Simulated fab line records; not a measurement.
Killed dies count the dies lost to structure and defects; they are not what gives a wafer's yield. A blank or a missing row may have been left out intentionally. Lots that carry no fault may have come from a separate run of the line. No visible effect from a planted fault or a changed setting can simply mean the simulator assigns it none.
fab line records	flow gf180mcu
record: lots: 24	wafers: 72	last_day: 34
route steps=602 shown STI@5 M4@459 V4@477 MIM@506 PASSIVATION@599
lots that met no fault: from a run of the same line without faults
start_h: start of the lot's first displayed wafer, in hours after the record's first day	wait_h: hours since the lot's step before	" unchanged from the row above	L1.1+2: a row that stands for several wafers	- value missing, or start not given	* or withheld: withheld	< > ~ a bound
route shown NAME@n: a module of which the file shows steps, and the number in the route of the first	usual: average and standard deviation across the fault-free wafers	same: alike in all rows	chamber/n: place in a boat	sites: per-site readings	_std_site: how widely they spread, as a standard deviation	_edge_site: inner sites' mean taken away from outer sites' mean	radius_mm: how far each site lies from the wafer's centre	mask NAME#n: copy n	behind: tool/chamber where the wafer was last shaped	hold: what put the lot on hold/how long, in hours/how the hold closed	device: the n, p or np transistor that did not switch	end of line: the same wafers' tests at the end of the route	a step with no rows: only its recipe	killed: not the wafer's yield, but the dies lost to structure and defects at the first sort	map: the dies of a wafer, with x for killed, . for not killed, _ for no die there
set.NAME: the run value of the setting; set.NAME@STEP: its run value at that earlier step	model.NAME: the simulator's own value behind a step, which no gauge read
the route's steps for a sample of lots (tables are steps, rows are wafers)
services: a tool's chamber out of use, with start hour (start_h, from the record's first day; less than 0 if before it), hours out, and reason
== steps ==
step: GF_STI_THK_MEAS_04
recipe: reads: Si3N4_of_STI_CVD_03
usual: STI_CVD_03_THK: 207.0/1.5
lot.wafer	tool	chamber	start_h	wait_h	STI_CVD_03_THK[nm]
L074.1	film_metro-04	-	14.55	0.0	204.8
L074.4	"	-	"	"	206.6
L074.5	"	-	"	"	206.4
L075.2	film_metro-01	-	21.69	0.0	207.2
L075.3	"	-	"	"	206.6
L075.6	"	-	"	"	206.6
L076.1	film_metro-03	-	26.78	0.0	207.8
L076.5	"	-	"	"	209.0
L076.6	"	-	"	"	208.6
L077.1	film_metro-04	-	34.38	0.0	207.7
L077.3	"	-	"	"	206.8
L077.6	"	-	"	"	207.0
L078.1	film_metro-01	-	38.71	0.0	207.6
L078.4	"	-	"	"	208.0
L078.6	"	-	"	"	206.4
L079.2	film_metro-03	-	38.72	0.0	206.5
L079.4	"	-	"	"	207.5
L079.5	"	-	"	"	208.2
L080.3	film_metro-01	-	47.68	0.0	208.1
L080.5	"	-	"	"	207.1
L080.6	"	-	"	"	208.0
L081.3	film_metro-01	-	49.66	0.0	206.2
L081.4	"	-	"	"	204.8
L081.5	"	-	"	"	203.9
L082.2	film_metro-03	-	54.35	0.0	208.1
L082.4	"	-	"	"	208.7
L082.6	"	-	"	"	207.3
L083.2	film_metro-01	-	58.57	0.0	209.4
L083.3	"	-	"	"	207.0
L083.5	"	-	"	"	206.2
L084.2	film_metro-04	-	63.57	0.0	205.6
L084.3	"	-	"	"	204.8
L084.4	"	-	"	"	206.7
L085.1	film_metro-03	-	68.56	0.0	206.1
L085.3	"	-	"	"	206.3
L085.6	"	-	"	"	208.2
L086.3	film_metro-04	-	73.58	0.0	208.6
L086.4	"	-	"	"	206.7
L086.5	"	-	"	"	207.2
L087.1	film_metro-04	-	78.98	0.0	205.1
L087.4	"	-	"	"	205.8
L087.5	"	-	"	"	206.4
L088.1	film_metro-01	-	83.99	0.0	206.1
L088.3	"	-	"	"	207.4
L088.6	"	-	"	"	206.1
L089.1	film_metro-03	-	91.75	0.0	208.1
L089.5	"	-	"	"	206.4
L089.6	"	-	"	"	206.0
L090.1	film_metro-01	-	93.56	0.0	207.0
L090.5	"	-	"	"	205.6
L090.6	"	-	"	"	206.4
L091.2	film_metro-04	-	99.54	0.0	206.5
L091.3	"	-	"	"	205.5
L091.5	"	-	"	"	207.3
L092.2	film_metro-01	-	103.57	0.0	206.5
L092.4	"	-	"	"	207.7
L092.6	"	-	"	"	207.9
L093.1	film_metro-03	-	108.66	0.0	203.6
L093.2	"	-	"	"	205.3
L093.4	"	-	"	"	203.6
L094.1	film_metro-04	-	113.98	0.0	207.5
L094.5	"	-	"	"	208.4
L094.6	"	-	"	"	206.3
L095.1	film_metro-01	-	119.96	0.0	206.8
L095.5	"	-	"	"	205.9
L095.6	"	-	"	"	206.8
L096.2	film_metro-01	-	123.59	0.0	209.6
L096.3	"	-	"	"	210.3
L096.4	"	-	"	"	209.8
L097.1	film_metro-04	-	128.56	0.0	207.6
L097.4	"	-	"	"	207.1
L097.5	"	-	"	"	208.0
step: GF_M4_SPUTTER_03
recipe: material: Ti	target_thk_nm: 10	substrate_temp_c: 300	chamber_pressure_pa: 0.3	power_w: 3000	time_s: 6.7
usual: cathode_dc_power_W: 3000.0/0.57	throttle_valve_pct: 30.1/0.96
lot.wafer	tool	chamber	start_h	wait_h	cathode_dc_power_W	throttle_valve_pct
L074.1	pvd_sputter-04	-	528.33	0.0	3000.2	29.2
L074.4	"	-	"	"	2999.3	32.6
L074.5	"	-	"	"	2999.7	31.0
L075.2	pvd_sputter-01	-	540.70	0.0	2999.8	30.1
L075.3	"	-	"	"	3000.1	30.4
L075.6	"	-	"	"	2999.6	30.4
L076.1	pvd_sputter-02	-	545.18	0.0	2999.7	30.2
L076.5	"	-	"	"	2999.9	30.1
L076.6	"	-	"	"	3000.7	30.7
L077.1	pvd_sputter-04	-	548.87	0.0	3000.2	32.4
L077.3	"	-	"	"	3000.0	30.3
L077.6	"	-	"	"	2999.9	30.4
L079.2	pvd_sputter-02	-	554.66	0.0	3000.3	30.3
L079.4	"	-	"	"	3000.2	29.4
L079.5	"	-	"	"	2999.8	30.4
L078.1	pvd_sputter-01	-	559.38	0.0	2999.4	30.1
L078.4	"	-	"	"	3000.7	30.2
L078.6	"	-	"	"	2999.6	31.0
L080.3	pvd_sputter-04	-	569.62	0.0	3000.6	32.7
L080.5	"	-	"	"	2999.2	29.3
L080.6	"	-	"	"	3000.4	32.5
L081.3	pvd_sputter-04	-	578.27	0.0	2999.6	30.7
L081.4	"	-	"	"	3000.2	30.2
L081.5	"	-	"	"	3001.0	32.5
L082.2	pvd_sputter-02	-	583.79	0.0	3000.7	28.7
L082.4	"	-	"	"	2999.8	29.4
L082.6	"	-	"	"	3000.7	30.8
L083.2	pvd_sputter-01	-	586.91	0.0	2999.6	29.9
L083.3	"	-	"	"	3000.8	30.8
L083.5	"	-	"	"	2999.4	30.2
L084.2	pvd_sputter-04	-	602.87	0.0	3000.6	32.7
L084.3	"	-	"	"	3000.2	30.6
L084.4	"	-	"	"	3000.5	30.3
L085.1	pvd_sputter-02	-	611.28	0.0	3000.4	28.9
L085.3	"	-	"	"	3001.6	30.3
L085.6	"	-	"	"	2999.6	28.4
L086.3	pvd_sputter-02	-	618.45	0.0	2999.9	30.7
L086.4	"	-	"	"	3000.9	30.2
L086.5	"	-	"	"	2999.2	29.2
L087.1	pvd_sputter-02	-	623.96	0.0	3001.6	28.7
L087.4	"	-	"	"	2999.8	30.1
L087.5	"	-	"	"	3000.5	30.4
L088.1	pvd_sputter-01	-	628.97	0.0	2999.2	30.1
L088.3	"	-	"	"	2999.7	29.9
L088.6	"	-	"	"	3000.2	29.7
L089.1	pvd_sputter-01	-	642.62	0.0	2999.9	29.9
L089.5	"	-	"	"	2999.5	29.5
L089.6	"	-	"	"	3000.0	30.1
L090.1	pvd_sputter-01	-	643.22	0.0	3000.0	29.9
L090.5	"	-	"	"	3000.1	30.0
L090.6	"	-	"	"	2999.6	30.2
L091.2	pvd_sputter-04	-	652.11	0.0	2999.9	29.0
L091.3	"	-	"	"	2999.5	32.4
L091.5	"	-	"	"	3000.7	32.5
L092.2	pvd_sputter-02	-	653.32	0.0	2998.7	30.5
L092.4	"	-	"	"	2999.3	30.3
L092.6	"	-	"	"	3001.0	28.5
L093.1	pvd_sputter-02	-	667.12	0.0	2999.5	28.6
L093.2	"	-	"	"	3001.3	31.2
L093.4	"	-	"	"	3000.0	29.3
L094.1	pvd_sputter-02	-	670.52	0.0	3000.4	30.9
L094.5	"	-	"	"	2999.2	29.3
L094.6	"	-	"	"	3000.7	28.5
L095.1	pvd_sputter-01	-	682.91	0.0	3000.0	29.6
L095.5	"	-	"	"	3000.8	29.5
L095.6	"	-	"	"	2999.3	30.3
L096.2	pvd_sputter-02	-	685.50	0.0	3000.3	30.1
L096.3	"	-	"	"	3000.6	30.6
L096.4	"	-	"	"	3000.6	28.5
L097.1	pvd_sputter-01	-	689.82	0.0	3000.5	30.1
L097.4	"	-	"	"	2999.3	30.6
L097.5	"	-	"	"	3000.2	30.5
step: GF_V4_THK_MEAS_01
recipe: reads: SiO2_of_V4_CVD_00
usual: V4_CVD_00_THK: 601/6.3
lot.wafer	tool	chamber	start_h	wait_h	V4_CVD_00_THK[nm]
L074.1	film_metro-02	-	552.37	0.0	595
L074.4	"	-	"	"	595
L074.5	"	-	"	"	598
L075.2	film_metro-02	-	563.80	0.0	593
L075.3	"	-	"	"	598
L075.6	"	-	"	"	587
L076.1	film_metro-03	-	568.42	0.0	604
L076.5	"	-	"	"	605
L076.6	"	-	"	"	604
L077.1	film_metro-03	-	571.61	0.0	607
L077.3	"	-	"	"	606
L077.6	"	-	"	"	606
L079.2	film_metro-02	-	577.57	0.0	602
L079.4	"	-	"	"	594
L079.5	"	-	"	"	609
L078.1	film_metro-02	-	581.79	0.0	595
L078.4	"	-	"	"	599
L078.6	"	-	"	"	607
L080.3	film_metro-04	-	592.02	0.1	608
L080.5	"	-	"	"	605
L080.6	"	-	"	"	602
L081.3	film_metro-03	-	600.24	0.1	605
L081.4	"	-	"	"	612
L081.5	"	-	"	"	618
L082.2	film_metro-03	-	605.83	0.0	603
L082.4	"	-	"	"	601
L082.6	"	-	"	"	598
L083.2	film_metro-04	-	608.94	0.0	599
L083.3	"	-	"	"	593
L083.5	"	-	"	"	603
L084.2	film_metro-04	-	624.75	0.0	606
L084.3	"	-	"	"	607
L084.4	"	-	"	"	604
L085.1	film_metro-02	-	632.60	0.0	597
L085.3	"	-	"	"	606
L085.6	"	-	"	"	600
L086.3	film_metro-04	-	640.77	0.1	598
L086.4	"	-	"	"	603
L086.5	"	-	"	"	597
L087.1	film_metro-02	-	644.91	0.0	597
L087.4	"	-	"	"	601
L087.5	"	-	"	"	596
L088.1	film_metro-02	-	648.16	0.0	580
L088.3	"	-	"	"	596
L088.6	"	-	"	"	593
L089.1	film_metro-04	-	663.56	0.0	592
L089.5	"	-	"	"	601
L089.6	"	-	"	"	604
L090.1	film_metro-02	-	664.41	0.0	597
L090.5	"	-	"	"	605
L090.6	"	-	"	"	605
L091.2	film_metro-03	-	672.56	0.0	600
L091.3	"	-	"	"	602
L091.5	"	-	"	"	611
L092.2	film_metro-04	-	673.46	0.0	597
L092.4	"	-	"	"	597
L092.6	"	-	"	"	600
L093.1	film_metro-02	-	687.30	0.0	599
L093.2	"	-	"	"	599
L093.4	"	-	"	"	605
L094.1	film_metro-03	-	690.57	0.0	597
L094.5	"	-	"	"	601
L094.6	"	-	"	"	604
L095.1	film_metro-02	-	703.18	0.0	607
L095.5	"	-	"	"	598
L095.6	"	-	"	"	605
L096.2	film_metro-04	-	704.81	0.0	610
L096.3	"	-	"	"	618
L096.4	"	-	"	"	608
L097.1	film_metro-03	-	709.33	0.0	602
L097.4	"	-	"	"	602
L097.5	"	-	"	"	606
step: GF_MIM_SPUTTER_03
recipe: material: Ti	target_thk_nm: 10	substrate_temp_c: 300	chamber_pressure_pa: 0.3	power_w: 3000	time_s: 6.7
usual: cathode_dc_power_W: 3000.0/0.6	throttle_valve_pct: 30.3/0.93
lot.wafer	tool	chamber	start_h	wait_h	cathode_dc_power_W	throttle_valve_pct
L074.1	pvd_sputter-01	-	577.06	0.0	2999.6	30.2
L074.4	"	-	"	"	3001.2	30.7
L074.5	"	-	"	"	2999.1	30.0
L075.2	pvd_sputter-04	-	587.93	0.0	3000.6	31.2
L075.3	"	-	"	"	2999.6	28.5
L075.6	"	-	"	"	3000.3	30.9
L076.1	pvd_sputter-04	-	592.16	0.0	3000.4	32.4
L076.5	"	-	"	"	3000.2	30.4
L076.6	"	-	"	"	3000.2	32.5
L077.1	pvd_sputter-01	-	595.26	0.0	3001.2	30.2
L077.3	"	-	"	"	3000.4	30.7
L077.6	"	-	"	"	3000.2	29.9
L079.2	pvd_sputter-04	-	601.31	0.0	3000.0	30.7
L079.4	"	-	"	"	3000.7	29.1
L079.5	"	-	"	"	3000.0	29.0
L078.1	pvd_sputter-03	-	605.61	0.0	2999.8	29.8
L078.4	"	-	"	"	3000.4	30.0
L078.6	"	-	"	"	3000.8	29.7
L080.3	pvd_sputter-04	-	615.22	0.0	3000.1	30.3
L080.5	"	-	"	"	2999.7	28.9
L080.6	"	-	"	"	2999.5	30.9
L081.3	pvd_sputter-01	-	623.17	0.0	2999.1	29.9
L081.4	"	-	"	"	2999.8	30.4
L081.5	"	-	"	"	3000.3	30.5
L082.2	pvd_sputter-04	-	628.03	0.0	2999.6	31.1
L082.4	"	-	"	"	3000.7	29.1
L082.6	"	-	"	"	2998.9	30.9
L083.2	pvd_sputter-03	-	631.70	0.0	3000.1	30.8
L083.3	"	-	"	"	2999.0	30.0
L083.5	"	-	"	"	3000.1	29.4
L084.2	pvd_sputter-04	-	646.66	0.0	3000.3	32.7
L084.3	"	-	"	"	3000.2	30.8
L084.4	"	-	"	"	2999.3	29.2
L085.1	pvd_sputter-04	-	654.62	0.0	3000.7	30.3
L085.3	"	-	"	"	3000.5	31.0
L085.6	"	-	"	"	3000.5	32.4
L086.3	pvd_sputter-01	-	663.31	0.0	3000.3	30.6
L086.4	"	-	"	"	2999.6	30.3
L086.5	"	-	"	"	3000.0	30.6
L087.1	pvd_sputter-03	-	666.41	0.0	3000.7	30.7
L087.4	"	-	"	"	2999.4	31.0
L087.5	"	-	"	"	2999.6	29.8
L088.1	pvd_sputter-01	-	670.22	0.0	3000.0	29.3
L088.3	"	-	"	"	2999.4	30.3
L088.6	"	-	"	"	2999.6	30.2
L089.1	pvd_sputter-01	-	685.44	0.0	3000.0	29.4
L089.5	"	-	"	"	2999.8	30.0
L089.6	"	-	"	"	2999.9	29.3
L090.1	pvd_sputter-01	-	686.20	0.0	3000.5	30.4
L090.5	"	-	"	"	3000.4	30.4
L090.6	"	-	"	"	2999.3	29.6
L091.2	pvd_sputter-03	-	694.91	0.0	2999.6	30.3
L091.3	"	-	"	"	2999.6	29.8
L091.5	"	-	"	"	2999.1	31.1
L092.2	pvd_sputter-01	-	695.05	0.0	3000.4	30.0
L092.4	"	-	"	"	3000.3	30.0
L092.6	"	-	"	"	3000.0	29.3
L093.1	pvd_sputter-04	-	708.72	0.0	3000.4	30.4
L093.2	"	-	"	"	3000.3	29.1
L093.4	"	-	"	"	2999.6	31.1
L094.1	pvd_sputter-04	-	711.36	0.0	3001.2	29.0
L094.5	"	-	"	"	3000.2	29.0
L094.6	"	-	"	"	2999.6	30.7
L095.1	pvd_sputter-04	-	723.24	0.0	2999.8	30.7
L095.5	"	-	"	"	3001.0	30.8
L095.6	"	-	"	"	3000.0	30.1
L096.2	pvd_sputter-01	-	725.78	0.0	2999.7	30.4
L096.3	"	-	"	"	2998.7	29.4
L096.4	"	-	"	"	3001.2	29.7
L097.1	pvd_sputter-04	-	730.22	0.0	2999.3	32.5
L097.4	"	-	"	"	3000.1	30.2
L097.5	"	-	"	"	2999.6	32.7
step: GF_PASSIVATION_STRIP_12
recipe: chemistry: O2/N2	power_w: 1400	pressure_mtorr: 1500	platen_temp_c: 250	o2_flow_sccm: 3000	n2_flow_sccm: 300	overash_fraction: 0.5
usual: drypump_motor_current_A: 6.0/0.43	heater_power_w: 323/18	oes_product_au: 0.719/0.0046	strip_time_to_endpoint_s: 34.75/0.22
same: overash_fraction: 0.5
lot.wafer	tool	chamber	start_h	wait_h	drypump_motor_current_A	heater_power_w	oes_product_au	rf_hours_counter_h	strip_time_to_endpoint_s
L074.1	plasma_asher-04	0	683.72	0.1	6.1	328	0.719	26	34.66
L074.4	"	1	"	"	5.1	293	0.720	-	34.56
L074.5	"	1	"	"	5.1	285	0.717	-	34.81
L075.2	plasma_asher-03	1	691.37	0.1	6.0	318	0.718	99	35.37
L075.3	"	0	"	"	6.5	329	0.719	-	34.99
L075.6	"	0	"	"	6.4	333	0.722	-	34.63
L076.1	plasma_asher-03	1	696.39	0.1	6.1	326	0.725	100	34.74
L076.5	"	1	"	"	6.0	328	0.713	-	34.69
L076.6	"	0	"	"	6.5	333	0.711	-	35.04
L077.1	plasma_asher-02	0	700.84	0.1	5.9	308	0.721	57	34.16
L077.3	"	1	"	"	5.7	355	0.713	-	34.62
L077.6	"	0	"	"	6.0	307	0.718	-	34.11
L079.2	plasma_asher-04	0	705.12	0.1	6.1	328	0.716	28	34.80
L079.4	"	1	"	"	5.1	292	0.719	-	34.51
L079.5	"	1	"	"	5.1	292	0.722	-	34.56
L078.1	plasma_asher-04	1	708.08	0.1	5.1	293	0.726	28	34.92
L078.4	"	0	"	"	6.1	333	0.722	-	34.92
L078.6	"	1	"	"	5.2	293	0.724	-	34.96
L080.3	plasma_asher-03	1	716.62	0.2	6.0	325	0.720	-	34.84
L080.5	"	0	"	"	6.4	333	0.724	-	34.73
L080.6	"	1	"	"	6.0	315	0.717	-	34.62
L081.3	plasma_asher-03	1	725.90	0.2	6.0	324	0.719	-	35.11
L081.4	"	0	"	"	6.5	341	0.713	-	35.17
L081.5	"	0	"	"	6.5	335	0.720	-	34.67
L082.2	plasma_asher-04	0	726.82	0.1	6.1	328	0.724	30	34.66
L082.4	"	1	"	"	5.1	302	0.720	-	34.91
L082.6	"	0	"	"	6.1	338	0.721	-	34.73
L083.2	plasma_asher-02	0	730.67	0.1	6.0	303	0.718	61	34.56
L083.3	"	0	"	"	6.0	303	0.720	-	35.06
L083.5	"	1	"	"	5.7	357	0.729	-	34.97
L084.2	plasma_asher-03	1	744.39	0.1	6.0	320	0.711	104	34.89
L084.3	"	1	"	"	6.1	324	0.715	-	34.34
L084.4	"	0	"	"	6.5	343	0.719	-	34.74
L085.1	plasma_asher-04	0	751.24	0.1	6.1	330	0.718	33	34.79
L085.3	"	1	"	"	5.1	288	0.718	-	34.80
L085.6	"	1	"	"	5.1	297	0.712	-	34.74
L086.3	plasma_asher-04	1	757.40	0.2	5.1	297	0.728	-	34.54
L086.4	"	0	"	"	6.1	337	0.725	-	34.79
L086.5	"	1	"	"	5.2	294	0.717	-	34.63
L087.1	plasma_asher-03	1	760.88	0.1	6.1	323	0.713	106	34.59
L087.4	"	0	"	"	6.4	342	0.720	-	34.52
L087.5	"	0	"	"	6.5	327	0.719	-	34.83
L088.1	plasma_asher-02	0	764.47	0.1	6.0	305	0.717	65	34.72
L088.3	"	1	"	"	5.7	344	0.717	-	34.87
L088.6	"	0	"	"	6.0	309	0.723	-	34.92
L089.1	plasma_asher-03	1	776.88	0.1	6.1	328	0.727	108	34.64
L089.5	"	0	"	"	6.5	336	0.713	-	34.36
L089.6	"	1	"	"	6.0	324	0.723	-	34.92
L090.1	plasma_asher-03	0	778.32	0.1	6.4	336	0.721	108	34.61
L090.5	"	1	"	"	6.0	322	0.723	-	34.62
L090.6	"	0	"	"	6.5	334	0.729	-	34.64
L091.2	plasma_asher-02	1	785.32	0.1	5.7	348	0.719	68	34.61
L091.3	"	0	"	"	6.0	313	0.717	-	34.81
L091.5	"	0	"	"	6.0	321	0.727	-	34.84
L092.2	plasma_asher-04	1	785.88	0.1	5.1	286	0.721	37	34.51
L092.4	"	0	"	"	6.1	330	0.723	-	34.72
L092.6	"	1	"	"	5.1	296	0.720	-	34.75
L093.1	plasma_asher-02	1	797.02	0.1	5.7	351	0.719	69	34.57
L093.2	"	0	"	"	6.0	307	0.719	69	34.89
L093.4	"	1	"	"	5.7	353	0.716	-	34.87
L094.1	plasma_asher-03	1	799.38	0.1	6.0	326	0.718	110	35.27
L094.5	"	0	"	"	6.5	339	0.723	-	34.75
L094.6	"	1	"	"	6.0	327	0.717	-	34.79
L095.1	plasma_asher-03	0	807.63	0.1	6.5	332	0.719	111	34.88
L095.5	"	1	"	"	6.0	316	0.724	-	34.92
L095.6	"	0	"	"	6.4	338	0.725	-	34.72
L096.2	plasma_asher-03	1	810.27	0.1	6.1	322	0.714	111	34.55
L096.3	"	0	"	"	6.5	341	0.723	-	34.54
L096.4	"	1	"	"	6.1	321	0.718	-	34.54
L097.1	plasma_asher-04	1	813.52	0.1	5.1	295	0.710	40	34.71
L097.4	"	0	"	"	6.1	327	0.715	-	34.60
L097.5	"	0	"	"	6.1	338	0.714	-	34.91
step: GF_PASSIVATION_BOW_MEAS_14
recipe: mode: bow
usual: PASSIVATION_BOW: 139/12
lot.wafer	tool	chamber	start_h	wait_h	PASSIVATION_BOW[um]
L074.1	film_metro-04	-	685.32	0.0	110
L074.4	"	-	"	"	113
L074.5	"	-	"	"	125
L075.2	film_metro-03	-	692.99	0.0	149
L075.3	"	-	"	"	149
L075.6	"	-	"	"	146
L076.1	film_metro-02	-	697.99	0.0	130
L076.5	"	-	"	"	141
L076.6	"	-	"	"	142
L077.1	film_metro-02	-	702.44	0.0	138
L077.3	"	-	"	"	136
L077.6	"	-	"	"	149
L079.2	film_metro-02	-	706.74	0.0	149
L079.4	"	-	"	"	143
L079.5	"	-	"	"	151
L078.1	film_metro-04	-	709.68	0.0	131
L078.4	"	-	"	"	146
L078.6	"	-	"	"	144
L080.3	film_metro-02	-	718.22	0.0	140
L080.5	"	-	"	"	131
L080.6	"	-	"	"	133
L081.3	film_metro-04	-	727.51	0.0	134
L081.4	"	-	"	"	138
L081.5	"	-	"	"	146
L082.2	film_metro-04	-	728.44	0.0	108
L082.4	"	-	"	"	122
L082.6	"	-	"	"	136
L083.2	film_metro-02	-	732.29	0.0	123
L083.3	"	-	"	"	130
L083.5	"	-	"	"	128
L084.2	film_metro-03	-	746.01	0.0	153
L084.3	"	-	"	"	136
L084.4	"	-	"	"	127
L085.1	film_metro-04	-	752.84	0.0	135
L085.3	"	-	"	"	127
L085.6	"	-	"	"	141
L086.3	film_metro-02	-	759.01	0.0	143
L086.4	"	-	"	"	132
L086.5	"	-	"	"	126
L087.1	film_metro-04	-	762.48	0.0	133
L087.4	"	-	"	"	131
L087.5	"	-	"	"	134
L088.1	film_metro-04	-	766.07	0.0	119
L088.3	"	-	"	"	123
L088.6	"	-	"	"	122
L089.1	film_metro-02	-	778.48	0.0	147
L089.5	"	-	"	"	135
L089.6	"	-	"	"	142
L090.1	film_metro-04	-	779.92	0.0	141
L090.5	"	-	"	"	149
L090.6	"	-	"	"	154
L091.2	film_metro-03	-	786.94	0.0	137
L091.3	"	-	"	"	135
L091.5	"	-	"	"	138
L092.2	film_metro-02	-	788.44	0.0	148
L092.4	"	-	"	"	137
L092.6	"	-	"	"	146
L093.1	film_metro-03	-	798.62	0.0	148
L093.2	"	-	"	"	158
L093.4	"	-	"	"	156
L094.1	film_metro-02	-	800.98	0.0	137
L094.5	"	-	"	"	137
L094.6	"	-	"	"	154
L095.1	film_metro-03	-	809.23	0.0	164
L095.5	"	-	"	"	160
L095.6	"	-	"	"	155
L096.2	film_metro-03	-	811.89	0.0	141
L096.3	"	-	"	"	163
L096.4	"	-	"	"	167
L097.1	film_metro-03	-	815.12	0.0	134
L097.4	"	-	"	"	142
L097.5	"	-	"	"	133
== services ==
tool	chamber	start_h	hours	kind
pvd_sputter-01	0	537.50	-	consumable_replace:kit
pvd_sputter-01	0	537.50	18.0	scheduled_down
pvd_sputter-01	0	537.50	18.0	vent_cycle
pvd_sputter-04	-	541.11	5.5	repair
pvd_sputter-01	-	549.52	6.7	repair
pvd_sputter-04	2	554.32	-	consumable_replace:kit
pvd_sputter-04	2	554.32	18.0	scheduled_down
pvd_sputter-04	2	554.32	18.0	vent_cycle
plasma_asher-02	-	559.90	0.9	repair
pvd_sputter-01	-	608.43	2.7	repair
pvd_sputter-01	-	631.50	1.1	repair
pvd_sputter-03	-	651.00	1.5	repair
plasma_asher-04	-	689.51	2.8	pm
pvd_sputter-01	3	695.11	-	consumable_replace:kit
pvd_sputter-01	3	695.11	18.0	scheduled_down
pvd_sputter-01	3	695.11	18.0	vent_cycle
pvd_sputter-04	1	708.78	-	consumable_replace:kit
pvd_sputter-04	1	708.78	18.0	scheduled_down
pvd_sputter-01	-	716.54	3.5	repair
pvd_sputter-03	-	718.63	0.9	repair
plasma_asher-03	-	721.64	1.6	repair
pvd_sputter-01	-	742.02	2.9	repair
plasma_asher-02	-	788.86	1.3	repair
pvd_sputter-04	-	811.96	1.4	repair
== key ==
fault none
